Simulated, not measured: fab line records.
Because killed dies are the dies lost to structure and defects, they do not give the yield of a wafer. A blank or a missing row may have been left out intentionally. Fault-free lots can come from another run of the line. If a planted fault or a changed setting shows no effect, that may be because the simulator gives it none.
Which tool is to blame?    flow gf180mcu    14 lots, 42 wafers sampled, at 6 steps of a route of 602

== WHAT THE GAUGES READ, wafer by wafer ==
GF_LVPWELL_TW_MEAS_11. Usual: LVPWELL_TW gives 557.1 (standard deviation 2.8).
lot   measured     on            LVPWELL_TW         flag
L841  day 3 23:47  filmMetro-01  559.4 558.5 557.9  
L842  day 4 04:51  filmMetro-04  552.2 558.1 553.4  
L843  day 4 10:58  filmMetro-04  553.4 558.3 552.0  
L844  day 4 16:14  filmMetro-04  552.1 555.8 553.7  
L845  day 4 21:30  filmMetro-01  560.7 555.9 555.7  
L847  day 5 07:48  filmMetro-03  554.8 557.4 553.8  
L848  day 5 11:11  filmMetro-03  554.4 556.7 555.4  
L850  day 6 00:11  filmMetro-04  558.0 557.0 561.6  
L851  day 6 05:38  filmMetro-01  557.3 553.5 551.8  
L852  day 6 11:19  filmMetro-04  559.1 559.7 558.0  
L861  day 8 14:58  filmMetro-04  30.0 30.0 29.9     OFF
L862  day 8 20:01  filmMetro-01  30.0 29.8 29.8     OFF
L863  day 9 00:46  filmMetro-04  556.1 554.8 553.7  
L864  day 9 06:37  filmMetro-01  557.1 555.7 557.4  

GF_M3_OVL_MEAS_15. Usual: M3_OVL gives 0 nm (standard deviation 5.2).
lot   measured      on          M3_OVL (nm)  flag
L841  day 21 11:40  overlay-02  -2 3 6       
L842  day 21 20:51  overlay-01  3 0 6        
L843  day 22 04:51  overlay-02  4 6 -4       
L844  day 22 12:15  overlay-01  4 5 9        
L845  day 23 01:06  overlay-01  8 5 2        
L847  day 23 16:25  overlay-01  -13 -2 -2    
L848  day 23 20:00  overlay-01  -2 -3 -9     
L850  day 24 19:17  overlay-02  1 -1 1       
L851  day 25 02:05  overlay-02  -4 2 1       
L852  day 25 14:25  overlay-01  -8 -13 -2    
L861  day 28 01:59  overlay-02  1 -5 -1      
L862  day 28 11:05  overlay-02  1 3 -2       
L863  day 28 12:02  overlay-02  -4 -9 -5     
L864  day 28 23:08  overlay-01  -12 -7 -7    

== WHAT TOOL EACH LOT RAN ON (gives the tool, then ch and the chambers of the sampled wafers, and finally the start) ==
lot   GF_NWELL_STRIP_10                   GF_LVPWELL_STRIP_10                 GF_V2_CMP_04                   GF_V2_ETCH_16
L841  plasmaAsher-01 ch 0,1, day 3 10:22  plasmaAsher-02 ch 0,1, day 3 23:41  cmp-01 ch 0,2,3, day 19 09:11  rieDiel-02 ch 0,1,3, day 20 10:17
L842  plasmaAsher-02 ch 0,1, day 3 15:12  plasmaAsher-04 ch 0,1, day 4 04:46  cmp-02 ch 0,1,2, day 19 18:35  rieDiel-03 ch 0,2,3, day 20 19:08
L843  plasmaAsher-02 ch 0,1, day 3 21:28  plasmaAsher-04 ch 0, day 4 10:52    cmp-01 ch 0,1, day 20 03:27    rieDiel-02 ch 0,3, day 21 03:29
L844  plasmaAsher-02 ch 0,1, day 4 01:52  plasmaAsher-03 ch 0, day 4 16:07    cmp-01 ch 1,2,3, day 20 10:26  rieDiel-03 ch 0,2, day 21 10:44
L845  plasmaAsher-02 ch 0,1, day 4 07:33  plasmaAsher-02 ch 0,1, day 4 21:25  cmp-02 ch 0,3, day 21 00:37    rieDiel-03 ch 1,2, day 22 00:11
L847  plasmaAsher-02 ch 0,1, day 4 17:25  plasmaAsher-03 ch 0,1, day 5 07:43  cmp-01 ch 1,2,3, day 21 16:13  rieDiel-03 ch 0,1,3, day 22 15:44
L848  plasmaAsher-04 ch 0,1, day 4 20:49  plasmaAsher-04 ch 0,1, day 5 11:05  cmp-02 ch 0,2,3, day 21 20:07  rieDiel-04 ch 1,2,3, day 22 19:38
L850  plasmaAsher-01 ch 0,1, day 5 08:52  plasmaAsher-02 ch 0,1, day 6 00:05  cmp-01 ch 0,3, day 22 19:44    rieDiel-03 ch 1,2,3, day 23 18:53
L851  plasmaAsher-04 ch 0,1, day 5 15:01  plasmaAsher-02 ch 0,1, day 6 05:32  cmp-01 ch 2,3, day 23 03:52    rieDiel-02 ch 0,1,2, day 24 02:26
L852  plasmaAsher-01 ch 0,1, day 5 20:07  plasmaAsher-03 ch 0,1, day 6 11:13  cmp-02 ch 2,3, day 23 16:53    rieDiel-04 ch 0,2, day 24 15:20
L861  plasmaAsher-01 ch 0,1, day 7 22:25  plasmaAsher-03 ch 1, day 8 14:52    cmp-02 ch 0,3, day 26 07:56    rieDiel-04 ch 1,2,3, day 27 05:02
L862  plasmaAsher-02 ch 0,1, day 8 03:16  plasmaAsher-04 ch 0,1, day 8 19:55  cmp-01 ch 2,3, day 26 16:33    rieDiel-04 ch 0,1,3, day 27 13:32
L863  plasmaAsher-02 ch 0,1, day 8 07:49  plasmaAsher-03 ch 0, day 9 00:40    cmp-01 ch 0,2,3, day 26 18:29  rieDiel-02 ch 0,1,3, day 27 14:56
L864  plasmaAsher-02 ch 0,1, day 8 13:25  plasmaAsher-02 ch 0,1, day 9 06:28  cmp-01 ch 0,1,3, day 27 04:35  rieDiel-02 ch 2,3, day 28 01:14
- GF_NWELL_STRIP_10: strips in O2/N2.
- GF_LVPWELL_STRIP_10: strips in O2/N2.
- GF_V2_CMP_04: polishes SiO2.
- GF_V2_ETCH_16: etches BARC in N2/H2.

== AS READ BY THE TOOLS THEMSELVES (means over the sampled wafers that have a number; for cases with no such wafer, the mark the record gives instead) ==
GF_NWELL_STRIP_10. Usual: chamberPressureMTorr 1500.3 mTorr, standard deviation 1.3; drypumpMotorCurrentA 5.6 A, standard deviation 0.42; heaterPowerW 311 W, standard deviation 27; oesProductAu 0.722 a.u., standard deviation 0.0051; stripTimeToEndpointS 36.96 s, standard deviation 0.1.
lot   tool            chamberPressureMTorr (mTorr)  drypumpMotorCurrentA (A)  heaterPowerW (W)  oesProductAu (a.u.)  stripTimeToEndpointS (s)  flag
L841  plasmaAsher-01  1500.4                        6.2                       313               0.720                37.03                     
L842  plasmaAsher-02  1500.4                        5.2                       296               0.723                36.98                     
L843  plasmaAsher-02  1499.6                        5.2                       294               0.724                36.94                     
L844  plasmaAsher-02  1500.2                        5.2                       301               0.722                37.01                     
L845  plasmaAsher-02  1501.2                        5.2                       298               0.723                37.08                     
L847  plasmaAsher-02  1500.1                        5.2                       294               0.721                36.93                     
L848  plasmaAsher-04  1500.0                        5.7                       334               0.716                37.01                     
L850  plasmaAsher-01  1500.0                        6.1                       318               0.723                36.84                     
L851  plasmaAsher-04  1499.5                        5.7                       332               0.724                36.87                     
L852  plasmaAsher-01  1501.7                        6.1                       320               0.723                36.86                     
L861  plasmaAsher-01  -                             -                         -                 -                    -                         OFF
L862  plasmaAsher-02  -                             -                         -                 -                    -                         OFF
L863  plasmaAsher-02  1500.1                        5.2                       293               0.717                37.08                     
L864  plasmaAsher-02  1501.0                        5.1                       290               0.724                36.93                     

GF_LVPWELL_STRIP_10. Usual: chamberPressureMTorr 1499.9 mTorr, standard deviation 1.3; drypumpMotorCurrentA 5.6 A, standard deviation 0.64; heaterPowerW 323 W, standard deviation 30; oesProductAu 0.723 a.u., standard deviation 0.0042; stripTimeToEndpointS 37.05 s, standard deviation 0.11.
lot   tool            chamberPressureMTorr (mTorr)  drypumpMotorCurrentA (A)  heaterPowerW (W)  oesProductAu (a.u.)  stripTimeToEndpointS (s)  flag
L841  plasmaAsher-02  1499.1                        5.2                       288               0.722                36.92                     
L842  plasmaAsher-04  1501.0                        5.7                       335               0.726                37.11                     
L843  plasmaAsher-04  1499.7                        5.8                       385               0.723                36.96                     
L844  plasmaAsher-03  1500.8                        6.8                       334               0.725                36.96                     
L845  plasmaAsher-02  1499.8                        5.1                       296               0.720                36.99                     
L847  plasmaAsher-03  1500.0                        6.2                       328               0.725                37.01                     
L848  plasmaAsher-04  1499.4                        5.8                       361               0.724                36.90                     
L850  plasmaAsher-02  1500.3                        5.2                       295               0.724                37.20                     
L851  plasmaAsher-02  1499.8                        5.2                       292               0.723                36.97                     
L852  plasmaAsher-03  1500.6                        5.5                       317               0.720                37.06                     
L861  plasmaAsher-03  1498.6                        4.9                       314               0.738                81.37                     OFF
L862  plasmaAsher-04  1499.8                        5.7                       336               0.744                81.32                     OFF
L863  plasmaAsher-03  1499.1                        6.8                       334               0.724                37.10                     
L864  plasmaAsher-02  1499.2                        5.2                       295               0.725                37.21                     

GF_V2_CMP_04. Usual: motorCurrentA 11.8 A, standard deviation 1.2; timeToEndpointS 81 s, standard deviation 6.2.
lot   tool    motorCurrentA (A)  timeToEndpointS (s)  flag
L841  cmp-01  11.4               74                   
L842  cmp-02  10.8               82                   
L843  cmp-01  12.6               87                   
L844  cmp-01  12.5               83                   
L845  cmp-02  11.9               80                   
L847  cmp-01  12.4               85                   
L848  cmp-02  12.2               75                   
L850  cmp-01  12.1               77                   
L851  cmp-01  11.2               80                   
L852  cmp-02  12.0               88                   
L861  cmp-02  12.0               85                   
L862  cmp-01  11.2               81                   
L863  cmp-01  11.7               75                   
L864  cmp-01  12.8               80                   

GF_V2_ETCH_16. Usual: drypumpMotorCurrentA 5.8 A, standard deviation 0.54; oesProductAu 0.854 a.u., standard deviation 0.0045; throttleValvePct 13.224 %, standard deviation 0.0086.
lot   tool        drypumpMotorCurrentA (A)  oesProductAu (a.u.)  throttleValvePct (%)  flag
L841  rieDiel-02  5.8                       0.853                13.224                
L842  rieDiel-03  5.9                       0.855                13.226                
L843  rieDiel-02  6.0                       0.854                13.229                
L844  rieDiel-03  5.8                       0.854                13.229                
L845  rieDiel-03  5.0                       0.855                13.225                
L847  rieDiel-03  5.7                       0.853                13.231                
L848  rieDiel-04  5.7                       0.857                13.226                
L850  rieDiel-03  5.3                       0.855                13.225                
L851  rieDiel-02  6.2                       0.855                13.223                
L852  rieDiel-04  5.4                       0.853                13.232                
L861  rieDiel-04  5.7                       0.858                13.230                
L862  rieDiel-04  5.6                       0.855                13.218                
L863  rieDiel-02  5.8                       0.852                13.227                
L864  rieDiel-02  6.1                       0.854                13.223                

== THE ANSWER, worked out from the rows above alone ==
Rule: take the mean of a lot's wafers that have a number; if it is more than 3 standard deviations from the usual mean, the lot is off. Also off: a lot with no number at a reading for which 4 or more lots have one. Any other lot the step has rows for is counted as sound. First the gauges in route order, then the tools' own readings, where a lot's mean is used as printed above. The first step at which some lot is off is used, and at that step the reading that is off furthest; a lot without a number counts as furthest.
Off: L861, L862, seen at GF_LVPWELL_TW_MEAS_11 (LVPWELL_TW).
If a tool, at a process step before that reading, ran all the lots that are off and no sound lot after the first of them, it fits. The gauges at GF_LVPWELL_TW_MEAS_11 aren't tried: what is off there is off at GF_NWELL_STRIP_10 too, on other tools, and a gauge's error can't cause that. Of those tried, none fits.

== WHAT THE SIMULATOR HAD PUT IN ==
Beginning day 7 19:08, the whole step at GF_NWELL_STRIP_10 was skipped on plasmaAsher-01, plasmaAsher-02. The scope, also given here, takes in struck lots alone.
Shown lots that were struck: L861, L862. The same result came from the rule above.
